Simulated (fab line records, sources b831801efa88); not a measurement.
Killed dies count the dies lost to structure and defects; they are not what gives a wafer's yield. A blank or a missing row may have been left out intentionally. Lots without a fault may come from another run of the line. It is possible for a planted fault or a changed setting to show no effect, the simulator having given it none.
8D (eight disciplines) problem report, filled in by code -- flow gf180mcu -- the parts of the form that need people (team, actions taken, sign-off) are left out

== 1. THE ISSUE ==
Across 6 wafers from 2 lots, HV_LDD_TW at GF_HV_LDD_TW_MEAS_11 averages 1197, while fault-free wafers read 2400 with a standard deviation of 12. So: -99 or more standard deviations from the usual mean.
Earliest sighting: wafer L433.1 on film_metro-03 at day 12 15:19. Wafers with a number at this step in the record: 39, from 13 lots. Rule for "out" (also "out of limits"): further than 4 standard deviations from the usual mean. The other wafers with a number count as sound.

== 2. WHAT IT IS, WHAT IT ISN'T ==
question,is,is not
which readings at this step,HV_LDD_TW,-
which lots,"L433, L436","L425, L426, L427, L429, L439, L442, L444, L445, L446, L447, L448"
which wafers of those lots,all that have a number,-
read on which gauges,film_metro-03,"film_metro-02, film_metro-04"
when,from day 12 15:19,"up to then (12 sound wafers); but 21 sound wafers of L439, L442, L444, L445, L446, L447, L448 came after"

== 3. THE SUSPECTS, EACH WITH WHAT RULES IT OUT ==
Counting: a tool at a process step up to the reading stays a suspect if it ran every lot that is out and no sound lot after the first of them.
- ruled out: the gauge at GF_HV_LDD_TW_MEAS_11. All the wafers that are out were read on film_metro-03, but those of them that GF_HV_LDD_IMPLANT_09 has rows for are out there too, on other tools.
- implanter-02 at GF_HV_LDD_IMPLANT_09: ruled out as a lasting fault. Following L433 (day 12 15:04), the first lot on it that is out, the sound lots L445 were run on it.
Left after counting: nothing in the record.

== 4. THE CAUSE (what the simulator had put in) ==
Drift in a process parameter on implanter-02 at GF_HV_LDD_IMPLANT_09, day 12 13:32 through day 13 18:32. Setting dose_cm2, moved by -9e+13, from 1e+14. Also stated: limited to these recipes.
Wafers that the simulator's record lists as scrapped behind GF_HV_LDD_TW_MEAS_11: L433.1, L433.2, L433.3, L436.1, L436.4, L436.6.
It was ruled out by counting, in error; the rule expects a fault to strike all lots run on its tool from its start on, and this fault did not.

== 5. THE EFFECT CHAIN, in route order ==
Each row: a reading whose mean over the struck wafers that have a number lies more than 3 standard deviations from the usual. Only readings for which the record gives a usual standard deviation are gone through. hours: the time from each lot's start at the first step in this table that gives one to its start at this step, as a median over the lots. sigmas: the change in usual standard deviations.
hours,step,reading,usual,on struck wafers,change,sigmas
0,GF_HV_LDD_IMPLANT_09,dose_ions_cm2,9.998e+13,1.001e+13,-8.997e+13,-99 or more
0,GF_HV_LDD_IMPLANT_09,faraday_current_uA,563,56,-507,-51
0,GF_HV_LDD_TW_MEAS_11,HV_LDD_TW,2400,1197,-1203,-99 or more
Process steps it contains:
- GF_HV_LDD_IMPLANT_09

== 6. HOW IT WOULD HAVE BEEN CAUGHT EARLIER ==
In this record the first reading out of limits at a measuring or inspecting step was taken at day 12 15:19, 2 hours after the fault began at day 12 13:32.
The tool's own readings at GF_HV_LDD_IMPLANT_09 were out on every struck wafer that the step has a row for (dose_ions_cm2, faraday_current_uA): an alarm limit on them would have fired on the first of those.
